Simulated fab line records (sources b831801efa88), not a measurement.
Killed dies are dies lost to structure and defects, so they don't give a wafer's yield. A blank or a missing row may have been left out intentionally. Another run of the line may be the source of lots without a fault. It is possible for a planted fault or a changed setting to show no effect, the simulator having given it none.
A single fault, viewed from 2 desks / flow gf180mcu / numbers are kept per desk, each desk with only its own; the story behind them comes last

## FROM THE METROLOGY DESK
Means of the sampled wafers that have a number, per lot and without regard to the tool the lot ran on: this is what the gauges read. A lot is out of limits, marked OUT, if its mean lies more than 4 standard deviations from the usual mean; the brackets give that distance.
Columns: A = STI_OXIDATION_THK at GF_STI_THK_MEAS_02, usual 10.04 nm; B = STI_CVD_03_THK at GF_STI_THK_MEAS_04, usual 207.9 nm; C = cdNm at GF_STI_CD_MEAS_12, usual 220.1 nm
lot=L707; first seen here=day 1 11:47; A=9.83; B=210.9; C=219.9
lot=L716; first seen here=day 3 08:33; A=9.84; B=207.6; C=219.2
lot=L717; first seen here=day 3 13:32; A=10.17; B=207.6; C=221.6
lot=L718; first seen here=day 3 19:46; A=10.05; B=204.1; C=221.1
lot=L721; first seen here=day 4 10:01; A=10.00; B=208.0; C=221.6
lot=L724; first seen here=day 5 00:31; A=9.72; B=209.0; C=219.4
lot=L727; first seen here=day 5 15:31; A=10.18; B=205.6; C=217.9
Finding of this desk: none of the 7 lots has anything out of limits.

## AT THE TOOL OWNER'S DESK: rieSi-02
The tool's own readings at GF_STI_ETCH_14 (etches Si in HBr/Cl2/O2, target depth 360 nm, time 102.9 s): means of the sampled wafers that have a number, for each lot that ran on this tool. A lot is out of limits, marked OUT, if its mean lies more than 4 standard deviations from the usual mean; the brackets give that distance.
Columns: A = O2_flow_sccm at GF_STI_ETCH_14, usual 5.999 sccm; B = chamberPressureMTorr at GF_STI_ETCH_14, usual 15.000 mTorr; C = drypumpMotorCurrentA at GF_STI_ETCH_14, usual 5.6 A; D = oesProductAu at GF_STI_ETCH_14, usual 1.003 a.u.; E = runLengthS at GF_STI_ETCH_14, usual 131.2 s; F = throttleValvePct at GF_STI_ETCH_14, usual 25.654 %
lot=L707; first seen here=day 2 01:14; A=5.999; B=15.002; C=5.5; D=1.004; E=131.0; F=25.643
lot=L716; first seen here=day 3 23:08; A=6.001; B=14.992; C=6.1; D=0.999; E=133.8 (+6.5) OUT; F=25.659
lot=L717; first seen here=day 4 04:53; A=6.021; B=14.988; C=4.8; D=1.006; E=134.6 (+8.3) OUT; F=25.646
lot=L718; first seen here=day 4 11:27; A=5.982; B=14.997; C=5.4; D=0.996; E=134.2 (+7.3) OUT; F=25.656
This desk's verdict: out of limits on L716, L717, L718, starting with L716 at day 3 23:08 (runLengthS at GF_STI_ETCH_14). Within limits: L707.

## TAKEN TOGETHER
An alarm could have come from the tool owner's desk at day 3 23:08, on L716, L717, L718.
From the metrology desk's view, nothing was out of limits.
The metrology desk has L716, L717, L718 on record, within its limits.
Of the lots named, all ran GF_STI_ETCH_14 on rieSi-02.

## WHAT HAD BEEN PUT IN BY THE SIMULATOR
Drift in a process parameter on rieSi-02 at GF_STI_ETCH_14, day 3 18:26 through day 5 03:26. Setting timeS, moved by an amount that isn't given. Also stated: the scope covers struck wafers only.
Struck lots among those shown: L716, L717, L718.
Delay in hours, fault start to first out-of-limits reading, by desk: the tool owner's desk at 5.
